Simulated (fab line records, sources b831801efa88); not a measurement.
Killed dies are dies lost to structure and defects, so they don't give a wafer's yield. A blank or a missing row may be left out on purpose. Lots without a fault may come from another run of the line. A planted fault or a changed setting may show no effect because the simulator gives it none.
fab line records | flow sky130
record lots=7 wafers=21 last_day=49
route steps=708 shown LDD_HVN@274 LDD_HVP@278 PAD_OPEN@708
lots that met no fault: from a run of the same line without faults
start_h: hours from the record's first day to the start of the lot's first wafer shown | wait_h: hours since the lot's step before | " the same as in the row above | L1.1+2: a row that stands for several wafers | - no value, or no start given | * or withheld: withheld | < > ~ a bound
route shown NAME@n: a module of which the file shows steps, and the number in the route of the first | usual: mean/standard deviation of fault-free wafers | same: alike in all rows | chamber/n: place in a boat | sites: the reading at each site | _std_site: their standard deviation | _edge_site: outer sites' mean less inner sites' | radius_mm: how far each site lies from the wafer's centre | mask NAME#n: copy n | behind: the tool/chamber that last shaped the wafer | hold: why the lot was held/for how many hours/how that ended | device: the transistor (n, p or np) that didn't switch | end of line: the same wafers' tests at the end of the route | a step without rows: its recipe alone | killed: dies lost to structure and defects at the first sort, not the wafer's yield | map: a wafer's dies, x killed, . not, _ none there
set.NAME: the setting as run; set.NAME@STEP: as run at that earlier step | model.NAME: the simulator's own value behind a step, which no gauge read
lots at some steps of the route; a table a step, a row a wafer
services: from which hour (start_h, from the record's first day; less than 0 if before it) a tool's chamber was out of use, for how many hours, and why
## steps
# step SKY_LDD_HVN_OVL_MEAS_07
# usual LDD_HVN_OVL=-0.7/1.3
# columns lot.wafer tool chamber start_h wait_h LDD_HVN_OVL[nm]
L604.1 overlay-02 - 502.79 0.1 -2.1
L604.5 " - " " -1.1
L604.6 " - " " -0.9
L611.1 overlay-02 - 558.84 0.1 -4.1
L611.2 " - " " -2.9
L611.6 " - " " -1.9
L613.1 overlay-02 - 576.34 0.1 1.4
L613.5 " - " " -1.6
L613.6 " - " " 2.3
L614.1 overlay-02 - 583.89 0.1 0.4
L614.2 " - " " -0.2
L614.6 " - " " -1.4
L615.1 overlay-01 - 588.94 0.1 0.3
L615.4 " - " " 1.4
L615.5 " - " " -0.8
L617.1 overlay-01 - 610.29 0.1 -3.2
L617.2 " - " " -1.4
L617.5 " - " " -0.9
L620.3 overlay-01 - 634.70 0.1 -1.1
L620.5 " - " " 0.1
L620.6 " - " " -0.6
# step SKY_LDD_HVN_IMPLANT_08
# recipe species=P energy_kev=60 dose_cm2=3e+13 tilt_deg=40
# step SKY_LDD_HVN_STRIP_09
# recipe chemistry=O2/N2 power_w=1400 pressure_mtorr=1500 platen_temp_c=withheld o2_flow_sccm=3000 n2_flow_sccm=300 overash_fraction=0.5
# usual drypump_motor_current_A=5.66/0.22 oes_product_au=0.408/0.0047 strip_time_to_endpoint_s=4.134/0.016
# columns lot.wafer tool chamber start_h wait_h drypump_motor_current_A oes_product_au rf_hours_counter_h strip_time_to_endpoint_s
L604.1 plasma_asher-02 1 502.98 0.1 5.60 0.396 68 4.107
L604.5 " 1 " " 5.60 0.404 - 4.116
L604.6 " 0 " " 5.35 0.400 - 4.114
L611.1 plasma_asher-03 1 559.02 0.1 5.69 0.408 13 4.144
L611.2 " 0 " " 5.66 0.410 13 4.156
L611.6 " 0 " " 5.67 0.414 - 4.127
L613.1 plasma_asher-01 1 576.53 0.1 6.01 0.406 91 4.133
L613.5 " 0 " " 5.46 0.417 - 4.132
L613.6 " 1 " " 5.99 0.409 - 4.136
L614.1 plasma_asher-01 1 584.07 0.1 5.96 0.406 92 4.132
L614.2 " 0 " " 5.46 0.411 92 4.136
L614.6 " 1 " " 5.93 0.406 - 4.134
L615.1 plasma_asher-03 0 589.13 0.1 5.67 0.404 16 4.113
L615.4 " 1 " " 5.68 0.408 - 4.135
L615.5 " 1 " " 5.70 0.417 - 4.126
L617.1 plasma_asher-01 0 610.48 0.1 5.47 0.410 95 4.150
L617.2 " 1 " " 5.96 0.403 95 4.141
L617.5 " 1 " " 5.95 0.410 - 4.128
L620.3 plasma_asher-01 1 634.90 0.1 5.95 0.410 - 4.132
L620.5 " 0 " " 5.46 0.405 - 4.122
L620.6 " 1 " " 5.95 0.410 - 4.145
# step SKY_LDD_HVN_TW_MEAS_10
# usual LDD_HVN_TW=1436/11
# columns lot.wafer tool chamber start_h wait_h LDD_HVN_TW
L604.1 film_metro-03 - 503.08 0.1 1426
L604.5 " - " " 1435
L604.6 " - " " 1442
L611.1 film_metro-04 - 559.12 0.1 1455
L611.2 " - " " 1453
L611.6 " - " " 1462
L613.1 film_metro-02 - 576.63 0.1 1424
L613.5 " - " " 1426
L613.6 " - " " 1418
L614.1 film_metro-04 - 584.17 0.1 1445
L614.2 " - " " 1456
L614.6 " - " " 1445
L615.1 film_metro-02 - 589.23 0.1 1426
L615.4 " - " " 1425
L615.5 " - " " 1422
L617.1 film_metro-03 - 610.58 0.1 1434
L617.2 " - " " 1433
L617.5 " - " " 1432
L620.3 film_metro-03 - 634.99 0.1 1427
L620.5 " - " " 1420
L620.6 " - " " 1427
# step SKY_LDD_HVP_DEHYDRATE_00
# recipe temp_c=200 time_s=60
# step SKY_LDD_HVP_HMDS_01
# recipe prime_time_s=60 prime_temp_c=120
# step SKY_LDD_HVP_COAT_02
# recipe resist=NOVOLAK spin_rpm=3000 resist_thk_nm=300
# step SKY_LDD_HVP_SOFTBAKE_03
# recipe temp_c=90 time_s=60 resist=NOVOLAK
# step SKY_LDD_HVP_EXPOSE_04
# recipe mask_id=HVPTM na=0.6 source_shape=conventional sigma_outer=0.6 polarization=unpolarized target_cd_nm=700 dose_mj=86
# step SKY_LDD_HVP_PEB_05
# recipe temp_c=withheld time_s=* resist=NOVOLAK
# step SKY_LDD_HVP_DEVELOP_06
# recipe resist=NOVOLAK developer=TMAH develop_time_s=60 dev_temp_c=23
# step SKY_LDD_HVP_OVL_MEAS_07
# usual LDD_HVP_OVL=0.1/1.5
# columns lot.wafer tool chamber start_h wait_h LDD_HVP_OVL[nm]
L604.1 overlay-01 - 533.27 0.1 -2.4
L604.5 " - " " -1.5
L604.6 " - " " -2.2
L611.1 overlay-01 - 588.47 0.1 -1.8
L611.2 " - " " -1.7
L611.6 " - " " -0.7
L613.1 overlay-02 - 605.69 0.1 1.2
L613.5 " - " " 0.7
L613.6 " - " " 1.3
L614.1 overlay-01 - 613.12 0.1 1.4
L614.2 " - " " -0.8
L614.6 " - " " -0.2
L615.1 overlay-02 - 617.84 0.1 -2.1
L615.4 " - " " -2.6
L615.5 " - " " -2.9
L617.1 overlay-02 - 639.82 0.1 1.1
L617.2 " - " " -0.6
L617.5 " - " " 1.5
L620.3 overlay-02 - 663.90 0.1 1.4
L620.5 " - " " 0.2
L620.6 " - " " 2.1
# step SKY_LDD_HVP_IMPLANT_08
# recipe species=B energy_kev=20 dose_cm2=1.7e+13 tilt_deg=17.9
# usual beam_energy_keV=19.999/0.0063
# columns lot.wafer tool chamber start_h wait_h beam_energy_keV model.implant.rp_nm model.implant.drp_nm
L604.1 implanter-01 0 533.31 0.0 19.999 63.11 28.53
L604.5 " 0 " " 19.989 63.11 28.53
L604.6 " 0 " " 19.998 63.11 28.53
L611.1 implanter-01 0 588.51 0.0 24.963 78.98 35.84
L611.2 " 0 " " 24.954 78.98 35.84
L611.6 " 0 " " 24.961 78.98 35.84
L613.1 implanter-04 0 605.72 0.0 20.004 63.71 28.53
L613.5 " 0 " " 19.999 63.71 28.53
L613.6 " 0 " " 19.999 63.71 28.53
L614.1 implanter-01 0 613.15 0.0 24.951 77.37 35.84
L614.2 " 0 " " 24.956 77.37 35.84
L614.6 " 0 " " 24.955 77.37 35.84
L615.1 implanter-01 0 617.87 0.0 24.960 78.2 35.84
L615.4 " 0 " " 24.964 78.2 35.84
L615.5 " 0 " " 24.960 78.2 35.84
L617.1 implanter-04 0 639.85 0.0 20.001 61.2 28.53
L617.2 " 0 " " 20.001 61.2 28.53
L617.5 " 0 " " 20.004 61.2 28.53
L620.3 implanter-03 0 663.97 0.1 19.994 63.63 28.53
L620.5 " 0 " " 19.999 63.63 28.53
L620.6 " 0 " " 19.992 63.63 28.53
# step SKY_LDD_HVP_STRIP_09
# recipe chemistry=O2/N2 power_w=1400 pressure_mtorr=1500 platen_temp_c=withheld o2_flow_sccm=3000 n2_flow_sccm=300 overash_fraction=0.5
# usual drypump_motor_current_A=5.57/0.12 oes_product_au=0.409/0.0045 strip_time_to_endpoint_s=4.141/0.014
# columns lot.wafer tool chamber start_h wait_h drypump_motor_current_A oes_product_au rf_hours_counter_h strip_time_to_endpoint_s
L604.1 plasma_asher-03 0 533.46 0.1 5.63 0.404 11 4.162
L604.5 " 1 " " 5.68 0.406 - 4.166
L604.6 " 0 " " 5.64 0.413 - 4.139
L611.1 plasma_asher-03 1 588.66 0.1 5.68 0.406 16 4.134
L611.2 " 0 " " 5.64 0.416 16 4.144
L611.6 " 0 " " 5.60 0.408 - 4.147
L613.1 plasma_asher-02 1 605.87 0.1 5.59 0.416 79 4.130
L613.5 " 0 " " 5.36 0.415 - 4.140
L613.6 " 1 " " 5.60 0.416 - 4.149
L614.1 plasma_asher-03 1 613.30 0.1 5.69 0.405 19 4.117
L614.2 " 0 " " 5.65 0.415 19 4.144
L614.6 " 1 " " 5.67 0.410 - 4.129
L615.1 plasma_asher-04 0 618.02 0.1 5.67 0.407 50 4.132
L615.4 " 0 " " 5.67 0.412 - 4.124
L615.5 " 1 " " 5.40 0.405 - 4.130
L617.1 plasma_asher-02 0 640.00 0.1 5.36 0.410 82 4.121
L617.2 " 1 " " 5.59 0.409 82 4.151
L617.5 " 1 " " 5.59 0.410 - 4.161
L620.3 plasma_asher-03 1 664.10 0.1 5.69 0.410 - 4.118
L620.5 " 0 " " 5.64 0.411 - 4.129
L620.6 " 1 " " 5.67 0.409 - 4.126
# step SKY_LDD_HVP_TW_MEAS_10
# usual LDD_HVP_TW=460/4
# columns lot.wafer tool chamber start_h wait_h hold LDD_HVP_TW
L604.1 film_metro-01 - 533.56 0.1 - 463
L604.5 " - " " - 464
L604.6 " - " " - 463
L611.1 film_metro-04 - 588.76 0.1 await_dispo/0.2h/release 483
L611.2 " - " " await_dispo/0.2h/release 482
L611.6 " - " " await_dispo/0.2h/release 482
L611.1 film_metro-04 - 588.99 0.2 - 482
L611.2 " - " " - 485
L611.6 " - " " - 481
L613.1 film_metro-01 - 605.97 0.1 - 461
L613.5 " - " " - 463
L613.6 " - " " - 464
L614.1 film_metro-04 - 613.40 0.1 await_dispo/0.2h/release 484
L614.2 " - " " await_dispo/0.2h/release 483
L614.6 " - " " await_dispo/0.2h/release 480
L614.1 film_metro-04 - 613.63 0.2 - 479
L614.2 " - " " - 481
L614.6 " - " " - 483
L615.1 film_metro-01 - 618.12 0.1 await_dispo/0.2h/release 483
L615.4 " - " " await_dispo/0.2h/release 487
L615.5 " - " " await_dispo/0.2h/release 486
L615.1 film_metro-01 - 618.35 0.2 - 483
L615.4 " - " " - 484
L615.5 " - " " - 487
L617.1 film_metro-04 - 640.10 0.1 - 459
L617.2 " - " " - 463
L617.5 " - " " - 458
L620.3 film_metro-04 - 664.19 0.1 - 462
L620.5 " - " " - 458
L620.6 " - " " - 459
# step SKY_PAD_OPEN_PROBE_99
# usual killed_at_M0_to_M3=43/6.5 killed_at_M4_up=3.2/1.8 killed_at_contacts=26/5.2 killed_at_front_end=16/4.8 killed_at_other=0.3/0.6 killed_dies=89/9.6 killed_open=48/7.1 killed_short=40/6.4
# same gross_dies=492 killed_at_back_side=0
# columns lot.wafer tool chamber start_h wait_h killed_at_M0_to_M3 killed_at_M4_up killed_at_contacts killed_at_front_end killed_at_other killed_dies killed_open killed_short model.etest.tip_p_5v.rs_ohm_sq model.etest.pfet_g5v0d10v5.off_log10_a_um model.etest.pfet_g5v0d10v5.vt_sat_v
L604.1 prober-02 - 1099.93 0.1 40 6 23 16 0 85 48 37 2883 -12.65 -0.6381
L604.5 prober-02 - 1100.13 0.2 49 3 31 17 0 100 65 35 2880 -12.73 -0.6549
L604.6 prober-02 - 1100.18 0.2 54 5 15 13 0 87 46 41 2881 -12.73 -0.6432
L611.1 prober-02 - 1138.91 0.1 37 4 28 19 1 89 51 38 2739 -11.98 -0.5824
L611.2 prober-02 - 1138.96 0.1 43 2 33 22 0 100 55 44 2726 -11.91 -0.5858
L611.6 prober-02 - 1139.16 0.2 47 7 28 16 0 98 52 46 2723 -11.8 -0.5572
L613.1 prober-02 - 1151.74 0.1 40 3 33 25 0 101 54 45 2819 -12.36 -0.6005
L613.5 prober-02 - 1151.94 0.2 42 5 32 17 0 96 50 44 2836 -12.25 -0.6056
L613.6 prober-02 - 1151.99 0.2 34 4 30 29 1 98 51 44 2822 -12.53 -0.623
L614.1 prober-01 - 1154.06 0.1 33 4 26 16 2 81 45 35 2761 -12.4 -0.6219
L614.2 prober-01 - 1154.11 0.1 28 5 33 12 0 78 39 36 2785 -12.35 -0.6047
L614.6 prober-01 - 1154.31 0.2 45 5 31 11 0 92 52 40 2761 -12.48 -0.6284
L615.1 prober-02 - 1156.10 0.1 43 1 23 12 0 79 45 34 2715 -11.94 -0.5905
L615.4 prober-02 - 1156.25 0.2 54 5 29 20 0 108 63 44 2702 -11.85 -0.5572
L615.5 prober-02 - 1156.30 0.2 50 1 27 11 0 89 51 37 2724 -11.75 -0.5801
L617.1 prober-02 - 1171.80 0.1 56 2 30 14 1 103 52 51 2902 -12.87 -0.6984
L617.2 prober-02 - 1171.85 0.1 45 2 25 19 0 91 51 40 2928 -12.91 -0.6808
L617.5 prober-02 - 1172.00 0.2 45 6 35 14 0 100 50 50 2909 -12.86 -0.6611
L620.3 prober-01 - 1183.06 0.2 52 2 31 24 0 109 66 43 2804 -12.51 -0.619
L620.5 prober-01 - 1183.16 0.2 45 5 29 17 0 96 52 44 2816 -12.47 -0.6188
L620.6 prober-01 - 1183.21 0.2 46 2 27 18 0 93 48 45 2806 -12.2 -0.6042
# killed by level:class
L604.1 CONTACT:geometric_particle:open=9 LI_CONTACT:geometric_particle:open=9 VIA1:geometric_particle:open=9 VIA2:geometric_particle:open=5 METAL1:geometric_particle:short=5 METAL4:geometric_particle:short=5 FIELD_ISO:geometric_particle:open=4 POLY_GATE:geometric_particle:open=4
L604.5 CONTACT:geometric_particle:open=12 VIA1:geometric_particle:open=10 VIA3:geometric_particle:open=9 LI_CONTACT:geometric_particle:open=8 POLY_GATE:geometric_particle:open=7 VIA2:geometric_particle:open=6 CONTACT:geometric_particle:short=5 METAL3:geometric_particle:short=4
L604.6 VIA3:geometric_particle:open=11 METAL2:geometric_particle:short=10 VIA1:geometric_particle:open=8 FIELD_ISO:geometric_particle:open=7 METAL1:geometric_particle:short=7 CONTACT:geometric_particle:open=6 VIA2:geometric_particle:short=6 VIA2:geometric_particle:open=6
L611.1 VIA1:geometric_particle:open=12 CONTACT:geometric_particle:open=11 FIELD_ISO:geometric_particle:short=8 VIA3:geometric_particle:open=6 FIELD_ISO:geometric_particle:open=5 LI_CONTACT:geometric_particle:open=5 LI_CONTACT:geometric_particle:short=4 LOCAL_INTERCONNECT:geometric_particle:short=4
L611.2 CONTACT:geometric_particle:open=14 VIA1:geometric_particle:open=10 METAL2:geometric_particle:short=10 CONTACT:geometric_particle:short=8 FIELD_ISO:geometric_particle:open=7 LI_CONTACT:geometric_particle:open=6 POLY_GATE:geometric_particle:open=5 VIA1:geometric_particle:short=5
L611.6 LI_CONTACT:geometric_particle:open=11 VIA1:geometric_particle:open=9 FIELD_ISO:geometric_particle:short=7 CONTACT:geometric_particle:short=7 METAL4:geometric_particle:short=7 VIA3:geometric_particle:open=7 METAL1:geometric_particle:short=6 FIELD_ISO:geometric_particle:open=5
L613.1 CONTACT:geometric_particle:open=10 FIELD_ISO:geometric_particle:open=9 LOCAL_INTERCONNECT:geometric_particle:short=8 CONTACT:geometric_particle:short=7 VIA3:geometric_particle:open=7 VIA1:geometric_particle:open=6 POLY_GATE:geometric_particle:short=5 POLY_GATE:geometric_particle:open=5
L613.5 METAL2:geometric_particle:short=12 LI_CONTACT:geometric_particle:open=12 VIA1:geometric_particle:open=11 CONTACT:geometric_particle:open=8 LOCAL_INTERCONNECT:geometric_particle:short=5 FIELD_ISO:geometric_particle:open=4 POLY_GATE:geometric_particle:open=4 VIA1:geometric_particle:short=4
L613.6 CONTACT:geometric_particle:open=14 CONTACT:geometric_particle:short=9 FIELD_ISO:geometric_particle:open=8 FIELD_ISO:geometric_particle:short=7 POLY_GATE:geometric_particle:open=7 VIA3:geometric_particle:open=6 METAL1:geometric_particle:short=6 VIA2:geometric_particle:open=5
L614.1 LI_CONTACT:geometric_particle:open=13 VIA1:geometric_particle:open=7 CONTACT:geometric_particle:open=6 POLY_GATE:geometric_particle:open=5 VIA1:geometric_particle:short=5 VIA3:geometric_particle:open=4 METAL1:geometric_particle:short=4 FIELD_ISO:geometric_particle:short=3
L614.2 LI_CONTACT:geometric_particle:open=12 CONTACT:geometric_particle:short=9 CONTACT:geometric_particle:open=7 VIA3:geometric_particle:short=6 FIELD_ISO:geometric_particle:open=4 VIA1:geometric_particle:open=4 VIA1:geometric_particle:short=4 METAL2:geometric_particle:short=4
L614.6 VIA1:geometric_particle:open=17 CONTACT:geometric_particle:open=10 LI_CONTACT:geometric_particle:open=7 VIA2:geometric_particle:open=6 LI_CONTACT:geometric_particle:short=5 CONTACT:geometric_particle:short=5 METAL1:geometric_particle:short=4 VIA2:geometric_particle:short=4
L615.1 VIA1:geometric_particle:open=10 CONTACT:geometric_particle:open=8 VIA2:geometric_particle:open=7 VIA3:geometric_particle:open=7 VIA1:geometric_particle:short=6 LI_CONTACT:geometric_particle:short=5 POLY_GATE:geometric_particle:short=4 LI_CONTACT:geometric_particle:open=4
L615.4 VIA1:geometric_particle:open=12 CONTACT:geometric_particle:open=11 VIA2:geometric_particle:open=8 VIA3:geometric_particle:open=8 LOCAL_INTERCONNECT:geometric_particle:short=7 METAL1:geometric_particle:short=6 FIELD_ISO:geometric_particle:open=5 LI_CONTACT:geometric_particle:open=5
L615.5 VIA1:geometric_particle:open=15 CONTACT:geometric_particle:open=12 CONTACT:geometric_particle:short=6 VIA3:geometric_particle:open=6 POLY_GATE:geometric_particle:open=4 LI_CONTACT:geometric_particle:open=4 LOCAL_INTERCONNECT:geometric_particle:short=4 METAL1:geometric_particle:short=4
L617.1 VIA1:geometric_particle:open=13 CONTACT:geometric_particle:open=12 METAL1:geometric_particle:short=9 VIA3:geometric_particle:open=7 VIA3:geometric_particle:short=6 LI_CONTACT:geometric_particle:open=6 CONTACT:geometric_particle:short=5 VIA1:geometric_particle:short=5
L617.2 VIA1:geometric_particle:open=13 CONTACT:geometric_particle:open=9 METAL2:geometric_particle:short=8 VIA2:geometric_particle:open=7 FIELD_ISO:geometric_particle:short=6 CONTACT:geometric_particle:short=6 VIA3:geometric_particle:open=6 POLY_GATE:geometric_particle:open=4
L617.5 CONTACT:geometric_particle:open=15 VIA1:geometric_particle:open=10 METAL2:geometric_particle:short=6 LI_CONTACT:geometric_particle:open=6 CONTACT:geometric_particle:short=6 METAL1:geometric_particle:short=6 VIA2:geometric_particle:open=6 FIELD_ISO:geometric_particle:short=5
L620.3 CONTACT:geometric_particle:open=16 VIA1:geometric_particle:open=12 VIA2:geometric_particle:open=10 FIELD_ISO:geometric_particle:open=8 LI_CONTACT:geometric_particle:open=6 VIA1:geometric_particle:short=6 VIA2:geometric_particle:short=6 POLY_GATE:geometric_particle:open=5
L620.5 LI_CONTACT:geometric_particle:open=9 METAL1:geometric_particle:short=9 VIA3:geometric_particle:open=8 CONTACT:geometric_particle:open=7 VIA1:geometric_particle:open=7 FIELD_ISO:geometric_particle:open=6 LOCAL_INTERCONNECT:geometric_particle:short=5 FIELD_ISO:geometric_particle:short=4
L620.6 CONTACT:geometric_particle:open=10 VIA1:geometric_particle:open=8 METAL1:geometric_particle:short=6 METAL3:geometric_particle:short=6 FIELD_ISO:geometric_particle:short=5 CONTACT:geometric_particle:short=5 VIA2:geometric_particle:open=5 LI_CONTACT:geometric_particle:open=4
## services
# columns tool chamber start_h hours kind
plasma_asher-01 - 495.65 0.6 repair
implanter-04 - 498.40 3.6 pm
plasma_asher-01 - 501.15 10.0 pm
plasma_asher-04 - 507.72 1.7 repair
implanter-04 - 536.65 9.3 repair
plasma_asher-04 - 540.73 5.8 repair
plasma_asher-02 - 602.70 2.5 repair
implanter-03 - 626.55 3.4 pm
plasma_asher-01 - 631.76 2.6 repair
plasma_asher-04 - 652.06 2.8 pm
plasma_asher-03 - 659.67 0.4 repair
## key
first_sign step=SKY_LDD_HVP_IMPLANT_08 reading=beam_energy_keV direction=up sigmas=99+ usual=* struck=*
effect step=SKY_LDD_HVP_TW_MEAS_10 reading=visit direction=added
effect step=SKY_LDD_HVP_TW_MEAS_10 reading=LDD_HVP_TW direction=up sigmas=5.9 usual=460 struck=483
model_effect step=SKY_LDD_HVP_IMPLANT_08 value=implant.rp_nm without=62.81 struck=78.18
model_effect step=SKY_PAD_OPEN_PROBE_99 value=etest.tip_p_5v.rs_ohm_sq without=2845 struck=2737
met_at SKY_LDD_HVP_IMPLANT_08
struck_wafers L611.1,L611.2,L611.6,L614.1,L614.2,L614.6,L615.1,L615.4,L615.5
tester_left_out L611,L614,L615
onset_between 533.31 588.51
fault kind=process_parameter_drift tool=implanter-01 chamber=- onset_h=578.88 steps=SKY_LDD_HVP_IMPLANT_08 channel=energy_kev offset=* shape=step end_h=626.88 acts_in=* stated=*
# tester_left_out: of these lots the tester's yield and bins aren't shown, on N5 and GAA mostly nor the transistor test; their killed dies are dies lost to structure and defects alone, not to doping, threshold or leakage, so they don't give the yield
